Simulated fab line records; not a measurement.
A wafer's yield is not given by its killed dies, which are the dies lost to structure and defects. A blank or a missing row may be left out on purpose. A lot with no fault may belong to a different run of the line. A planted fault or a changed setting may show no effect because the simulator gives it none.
8D (eight disciplines) problem report, filled in by code + flow gf180mcu + the parts of the form that need people (team, actions taken, sign-off) are left out

1. THE PROBLEM
A mean of 1155 W is read at GF_V1_ETCH_17 for bias_w, taken on 1 wafer of 1 lot, against 1200 W (standard deviation 3.8) on wafers free of any fault. That is -12 standard deviations from the usual mean.
The step: etches SiO2 in C4F8/O2/Ar, stops on TiN, target depth 630 nm.
The first sign was on wafer L668.2 at day 25 00:00, on rie_diel-01. At this step, 39 wafers from 13 lots have a number in the record. By rule, "out" or "out of limits" means more than 4 standard deviations away from the usual mean. The rest of the wafers with a number are treated as sound.

2. WHAT THIS IS AND IS NOT
| question                    | is                | is not                                                                 |
|-----------------------------|-------------------|------------------------------------------------------------------------|
| which readings at this step | bias_w            | oes_product_au                                                         |
| which lots                  | L668              | L649, L651, L652, L653, L654, L657, L659, L660, L663, L666, L667, L672 |
| which wafers of those lots  | L668.2            | L668.1, L668.6                                                         |
| read on which tools         | rie_diel-01       | rie_diel-02, rie_diel-03                                               |
| when                        | from day 25 00:00 | up to then (35 sound wafers); but 3 sound wafers of L672 came after    |

3. SUSPECTS, AND WHAT RULES EACH OUT
Counting: if a tool at a process step up to the reading ran every lot that is out, it stays a suspect. Sound lots after the first of them don't rule it out here, since some wafers of a struck lot are sound.
- rie_diel-01 at GF_V1_ETCH_17 (etches SiO2 in C4F8/O2/Ar, stops on TiN, target depth 630 nm): kept. The lot that is out, L668, ran on it at day 25 00:00; the last sound lot it ran before that was L663, at day 23 12:00. Out on those wafers are its own readings of bias_w.
- At GF_V1_ETCH_17, inside rie_diel-01: chamber 2 took the wafers that are out, while their sound lot-mates went through chambers 1, 3.
Remaining after the count: rie_diel-01 at GF_V1_ETCH_17.

4. THE CAUSE (what the simulator had put in)
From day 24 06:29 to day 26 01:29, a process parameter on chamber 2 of rie_diel-01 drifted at GF_V1_ETCH_17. A move of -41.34 in setting bias_w, from 1200. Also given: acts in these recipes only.
After counting, this tool was the only one left.

5. THE CHAIN OF EFFECTS, in route order
Rows list readings where the struck wafers' mean (over those with a number) sits beyond 3 standard deviations from the usual. Only readings for which the record gives a usual standard deviation are gone through. hours: the time from each lot's start at the first step in this table that gives one to its start at this step, as a median over the lots. sigmas: the change in usual standard deviations.
| hours | step          | reading | usual  | on struck wafers | change | sigmas |
|-------|---------------|---------|--------|------------------|--------|--------|
| 0     | GF_V1_ETCH_17 | bias_w  | 1200 W | 1155             | -45    | -12    |
The process steps in it:
- GF_V1_ETCH_17: etches SiO2 in C4F8/O2/Ar, stops on TiN, target depth 630 nm.
At these later measuring or inspecting steps, every struck wafer for which the step has a row has a number for every such reading, and none has moved that far: GF_M2_RS_MEAS_05.

6. HOW IT WOULD HAVE BEEN CAUGHT EARLIER
First out-of-limits reading in this record: day 25 00:00, which is 18 hours after fault onset at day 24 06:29.
